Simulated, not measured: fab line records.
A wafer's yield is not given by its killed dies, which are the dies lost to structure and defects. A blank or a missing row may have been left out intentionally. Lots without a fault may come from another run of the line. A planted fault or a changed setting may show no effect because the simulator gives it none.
Split-lot trial	flow sky130	route with 708 steps; 5 lots, 23 wafers read

## THE SPLIT ITSELF
At SKY_LDD_P_IMPLANT_09, the setting energy-kev was moved away from the recipe's 25 on 8 of the 23 wafers read, by -5.0% to +5.0%. This setting was run at the recipe's value on the other wafers.

## FROM SPLIT TO READING: 1 step shown by the file between the two
- SKY_LDD_P_STRIP_10: strips in O2/N2

## THE READING
LDD_P_TW, at SKY_LDD_P_TW_MEAS_11. On this fab line, fault-free wafers typically give 632 with a standard deviation of 3.3.

wafer	tool, chamber at the split	energy-kev as run	against the recipe	LDD_P_TW	against lot-mates on the recipe
L076.2	implanter-02, 0	25	recipe	631	-
L076.3	implanter-02, 0	25	recipe	630	-
L076.4	implanter-02, 0	25	recipe	628	-
L076.5	implanter-02, 0	25	recipe	632	-
L076.6	implanter-02, 0	25	recipe	633	-
L080.1	implanter-03, 0	24.33	-2.7%	623	-8
L080.3	implanter-03, 0	24.33	-2.7%	622	-10
L080.4	implanter-03, 0	24.33	-2.7%	624	-8
L080.5	implanter-03, 0	25	recipe	631	-
L080.6	implanter-03, 0	25	recipe	632	-
L081.1	implanter-01, 0	25	recipe	634	-
L081.2	implanter-01, 0	25	recipe	632	-
L081.3	implanter-01, 0	26.26	+5.0%	641	+7
L081.4	implanter-01, 0	26.26	+5.0%	644	+10
L081.6	implanter-01, 0	25	recipe	635	-
L082.1	implanter-02, 0	25	recipe	632	-
L082.2	implanter-02, 0	25	recipe	633	-
L082.4	implanter-02, 0	23.75	-5.0%	620	-12
L082.5	implanter-02, 0	23.75	-5.0%	622	-10
L082.6	implanter-02, 0	23.75	-5.0%	624	-8
L084.3	implanter-03, 0	25	recipe	636	-
L084.5	implanter-03, 0	25	recipe	634	-
L084.6	implanter-03, 0	25	recipe	637	-

FIT RESULTS
A straight line over all 23 wafers: LDD_P_TW changes by +2.24 for each +1% of energy-kev; r = +0.92; the points scatter about the line by 2.5.
The same after taking each lot's own level away (the mean of its wafers on the recipe; 23 wafers): +2.09 for each +1%; r = +0.95; scatter 1.7.
That fit puts the effect of the largest move of energy-kev on the reading at 11.
From 630.8 to 635.7: that is the span of the lots' own levels, equal to 1.5 times the standard deviation above.
So the lot-to-lot level changes the slope little: the two slopes agree.
Check: +11 against its lot-mates is what the line predicts for one of the wafers moved furthest among these (+5.0%) when that wafer is left out of the fit. It came out at +7.33 against them.

## OTHER SPLITS APPLIED TO THESE WAFERS
Before the reading, these wafers also passed through other splits. Each is held against what the fit with the lots' levels taken away leaves over:
other split on the same wafers	wafers away from the commonest value	r with LDD_P_TW (lot level and that fit taken away)
SKY_VT_ADJUST_HVTR_SOFTBAKE_03 temp-c	8	-0.02
SKY_VT_ADJUST_HVTR_IMPLANT_09 dose-cm2	10	-0.04
SKY_SONOS_ONO_OXIDATION_00 ox-time-s	10	-0.37
SKY_GATE_OXIDE_OXIDATION_01 ox-time-s	15	+0.17
SKY_GATE_OXIDE_COAT_05 resist-thk-nm	9	+0.10
SKY_RES_PROTECT_COAT_02 spin-rpm	10	+0.25
SKY_POLY_GATE_COAT_07 spin-rpm	7	-0.28
SKY_POLY_GATE_ETCH_17 over-etch-frac	5	+0.07
SKY_LDD_N_IMPLANT_09 energy-kev	5	+0.08
SKY_LDD_P_EXPOSE_04 dose-mj	8	-0.20

## THE WHOLE CHAIN: every reading that the file lists as answering this split, in the file's order
step	what it does	reading	change (the file's fit)	r (the file's)
SKY_LDD_P_IMPLANT_09		implant.rp-nm (the simulator's own value, which no gauge read)	+0.166 nm for each +1% of the setting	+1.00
SKY_LDD_P_IMPLANT_09		implant.drp-nm (the simulator's own value, which no gauge read)	+0.0805 nm for each +1% of the setting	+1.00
SKY_LDD_P_TW_MEAS_11		LDD_P_TW	+2.06 for each +1% of the setting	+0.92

## FILE'S OWN FIT
LDD_P_TW changes by +2.06 for each +1% of energy-kev, r = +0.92.
